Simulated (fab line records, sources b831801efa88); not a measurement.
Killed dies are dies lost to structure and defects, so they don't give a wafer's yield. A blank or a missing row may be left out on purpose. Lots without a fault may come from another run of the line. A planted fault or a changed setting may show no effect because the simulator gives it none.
Chamber matching | flow sky130 | SKY_VIA3_CMP_02 on cmp-01: 4 sister chambers
The step polishes SiO2. 4 wafers are shown with their chamber, then 6 later ones without.

WAFERS WITH THEIR CHAMBER
wafer  | chamber | motor_current_A (A)
L797.1 | 0       | 12.6
L805.4 | 1       | 11.0
L809.1 | 3       | 11.9
L809.2 | 2       | 13.3

WAFERS WITHOUT THEIR CHAMBER
wafer  | motor_current_A (A)
L809.4 | 10.8
L808.3 | 11.4
L808.4 | 13.9
L811.1 | 11.8
L811.3 | 13.6
L811.5 | 11.6

WHICH CHAMBER EACH WENT THROUGH
wafer  | from the rows above          | in truth
L809.4 | 1                            | 1
L808.3 | can't be placed: 1 or 3      | 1
L808.4 | can't be placed: 2 or 0      | 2
L811.1 | can't be placed: 3 or 0 or 1 | 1
L811.3 | can't be placed: 2 or 0      | 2
L811.5 | can't be placed: 3 or 1 or 0 | 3
Placed correctly: 1 of 6. Can't be placed from these rows: 5 (the true chamber is among the candidates in 5). Placed wrongly: 0.
How it was worked out, from the rows above alone: a wafer's distance from a chamber is the root of the sum, over the readings, of the square of ((its reading less the chamber's mean) divided by the reading's scatter). The wafer belongs to the nearest chamber; if the next one is less than 2 further off, it can't be placed. A chamber's mean is the mean of its shown wafers. The scatter: with one shown wafer a chamber, the root of the mean of the squares of how far each hidden wafer lies from its nearest shown one.
